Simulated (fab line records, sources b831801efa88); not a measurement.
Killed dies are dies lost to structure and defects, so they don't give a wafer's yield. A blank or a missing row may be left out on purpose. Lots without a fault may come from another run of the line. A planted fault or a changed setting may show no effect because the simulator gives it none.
Chamber matching | flow gf180mcu | GF_CONTACT_ETCH_16 on rie_diel-03: 4 sister chambers
The step etches BARC in N2/H2. 6 wafers are shown with their chamber, then 7 later ones without.

WAFERS WITH THEIR CHAMBER
wafer  | chamber | drypump_motor_current_A (A) | rf_fwd_power_W (W)
L076.1 | 3       | 5.0                         | 494.8
L085.3 | 1       | 5.7                         | 497.0
L085.4 | 2       | 6.3                         | 496.7
L085.6 | 0       | 5.3                         | 493.3
L089.1 | 2       | 6.3                         | 496.3
L089.4 | 1       | 5.6                         | 494.0

WAFERS WITHOUT THEIR CHAMBER
wafer  | drypump_motor_current_A (A) | rf_fwd_power_W (W)
L089.5 | 5.6                         | 493.0
L090.2 | 5.3                         | 493.7
L090.3 | 5.7                         | 493.5
L090.5 | 5.3                         | 492.5
L091.2 | 6.3                         | 495.8
L091.4 | 5.1                         | 493.4
L091.6 | 6.3                         | 496.8

WHICH CHAMBER EACH WENT THROUGH
wafer  | from the rows above     | in truth
L089.5 | 1                       | 1
L090.2 | 0                       | 0
L090.3 | 1                       | 1
L090.5 | 0                       | 0
L091.2 | 2                       | 2
L091.4 | can't be placed: 3 or 0 | 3
L091.6 | 2                       | 2
Placed correctly: 6 of 7. Can't be placed from these rows: 1 (the true chamber is among the candidates in 1). Placed wrongly: 0.
How it was worked out, from the rows above alone: a wafer's distance from a chamber is the root of the sum, over the readings, of the square of ((its reading less the chamber's mean) divided by the reading's scatter). The wafer belongs to the nearest chamber; if the next one is less than 2 further off, it can't be placed. A chamber's mean is the mean of its shown wafers. The scatter: the root of (the sum of the squares of (reading less its chamber's mean) over the shown wafers, divided by (wafers less chambers)).
